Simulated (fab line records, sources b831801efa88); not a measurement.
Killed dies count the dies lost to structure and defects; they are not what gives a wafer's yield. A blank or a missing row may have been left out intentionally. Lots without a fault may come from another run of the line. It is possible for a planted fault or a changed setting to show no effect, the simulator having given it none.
The tool behind it: which one? | flow sky130 | 12 lots with 36 wafers sampled at 4 steps, on a route of 708 steps

## WHAT THE GAUGES READ, wafer by wafer
SKY_SD_N_RS_MEAS_18: uses a four-point probe to measure.
lot  | measured     | on           | RES_XHIGH_RS (ohm/sq)
L234 | day 27 23:29 | filmMetro-04 | 332.8 333.3 333.2
L237 | day 29 00:01 | filmMetro-04 | 330.5 332.0 330.7
L238 | day 29 17:22 | filmMetro-04 | 332.9 332.2 332.0
L240 | day 30 02:37 | filmMetro-02 | 333.8 335.1 334.2
L243 | day 31 00:26 | filmMetro-03 | 334.1 333.1 331.2
L247 | day 32 13:35 | filmMetro-02 | 331.5 333.7 332.2
L248 | day 32 15:18 | filmMetro-02 | 334.1 333.8 334.0
L249 | day 32 20:14 | filmMetro-04 | 332.4 333.2 333.4
L251 | day 33 10:35 | filmMetro-03 | 330.0 331.9 332.0
L252 | day 33 23:00 | filmMetro-03 | 334.3 333.9 333.1
L255 | day 34 21:55 | filmMetro-03 | 332.7 334.3 333.5
L257 | day 35 07:40 | filmMetro-02 | 332.8 331.9 332.2

SKY_LI_CONTACT_BOW_MEAS_03.
lot  | measured     | on           | LI_CONTACT_BOW (um)
L234 | day 28 00:05 | filmMetro-04 | 58 54 59
L237 | day 29 00:37 | filmMetro-04 | 61 53 41
L238 | day 29 17:58 | filmMetro-03 | 59 53 55
L240 | day 30 03:19 | filmMetro-03 | 56 58 59
L243 | day 31 01:02 | filmMetro-04 | 53 64 63
L247 | day 32 14:12 | filmMetro-04 | 50 50 55
L248 | day 32 15:55 | filmMetro-04 | 61 55 57
L249 | day 32 20:50 | filmMetro-03 | 65 48 50
L251 | day 33 11:11 | filmMetro-02 | 58 55 66
L252 | day 33 23:36 | filmMetro-04 | 50 59 61
L255 | day 34 22:31 | filmMetro-04 | 57 66 65
L257 | day 35 08:29 | filmMetro-04 | 52 63 57

SKY_LOCAL_INTERCONNECT_RS_MEAS_01: uses a four-point probe to measure.
lot  | measured     | on           | LOCAL_INTERCONNECT_TIN_RS (ohm/sq)
L234 | day 29 06:23 | filmMetro-04 | 14.33 14.07 14.01
L237 | day 30 06:20 | filmMetro-04 | 13.96 14.18 13.92
L238 | day 30 23:41 | filmMetro-01 | 14.10 13.93 13.97
L240 | day 31 08:27 | filmMetro-03 | 14.40 14.35 14.08
L243 | day 32 06:20 | filmMetro-01 | 14.51 14.20 14.33
L247 | day 33 18:36 | filmMetro-03 | 13.96 13.92 13.86
L248 | day 33 20:10 | filmMetro-01 | 14.08 14.68 14.25
L249 | day 34 00:22 | filmMetro-03 | 14.33 14.51 14.58
L251 | day 34 15:06 | filmMetro-01 | 14.31 14.20 14.20
L252 | day 35 03:58 | filmMetro-01 | 14.31 14.23 14.05
L255 | day 36 02:34 | filmMetro-01 | 14.01 14.02 13.78
L257 | day 36 12:46 | filmMetro-03 | 13.85 13.96 14.16

## EACH LOT AND THE TOOL THAT RAN IT (in order: tool; ch and the chambers of the sampled wafers; start)
lot  | SKY_LOCAL_INTERCONNECT_SPUTTER_00
L234 | pvdSputter-01, day 29 06:19
L237 | pvdSputter-01, day 30 06:15
L238 | pvdSputter-03, day 30 23:38
L240 | pvdSputter-02, day 31 08:21
L243 | pvdSputter-02, day 32 06:14
L247 | pvdSputter-01, day 33 18:32
L248 | pvdSputter-01, day 33 20:05
L249 | pvdSputter-01, day 34 00:18
L251 | pvdSputter-03, day 34 14:59
L252 | pvdSputter-03, day 35 03:54
L255 | pvdSputter-03, day 36 02:30
L257 | pvdSputter-03, day 36 12:42
- SKY_LOCAL_INTERCONNECT_SPUTTER_00: material TiN, target thk 100 nm, time 83.3 s.

## WHAT THE TOOLS THEMSELVES READ (means of the sampled wafers that have a number; where no wafer has one, the mark that the record gives instead)
SKY_LOCAL_INTERCONNECT_SPUTTER_00.
lot  | tool          | cathodeDcPowerW (W) | throttleValvePct (%)
L234 | pvdSputter-01 | 6501.0              | 29.3
L237 | pvdSputter-01 | 6500.7              | 30.1
L238 | pvdSputter-03 | 6500.5              | 29.8
L240 | pvdSputter-02 | 6500.8              | 29.4
L243 | pvdSputter-02 | 6500.1              | 29.0
L247 | pvdSputter-01 | 6499.9              | 29.8
L248 | pvdSputter-01 | 6501.4              | 29.7
L249 | pvdSputter-01 | 6501.4              | 29.9
L251 | pvdSputter-03 | 6500.3              | 29.8
L252 | pvdSputter-03 | 6500.8              | 30.0
L255 | pvdSputter-03 | 6499.5              | 29.8
L257 | pvdSputter-03 | 6501.0              | 29.7

## THE ANSWER, worked out from the rows above alone
Rule: the lots themselves supply what counts as usual. The widest of any qualifying gaps counts: lots, ordered by their means at a reading, are off when they make up no more than a third of the lots, leave a main group of 4 or more, and stand apart from it by 3 or more times the standard deviation of that group's means. The tables above print the reading to a certain number of digits; a main group whose means all agree to those digits is not used. Also off: a lot with no number at a reading for which 4 or more lots have one. The other lots that the step has rows for count as sound. After the gauges, taken in route order, come the tools' own readings; for these a lot's mean is taken, as printed above. At the first step where some lot is off, the reading lying furthest off is the one used; lots without a number count as furthest.
Nothing can be told from this: no lot is off at any reading shown.

## WHAT THE SIMULATOR PUT IN
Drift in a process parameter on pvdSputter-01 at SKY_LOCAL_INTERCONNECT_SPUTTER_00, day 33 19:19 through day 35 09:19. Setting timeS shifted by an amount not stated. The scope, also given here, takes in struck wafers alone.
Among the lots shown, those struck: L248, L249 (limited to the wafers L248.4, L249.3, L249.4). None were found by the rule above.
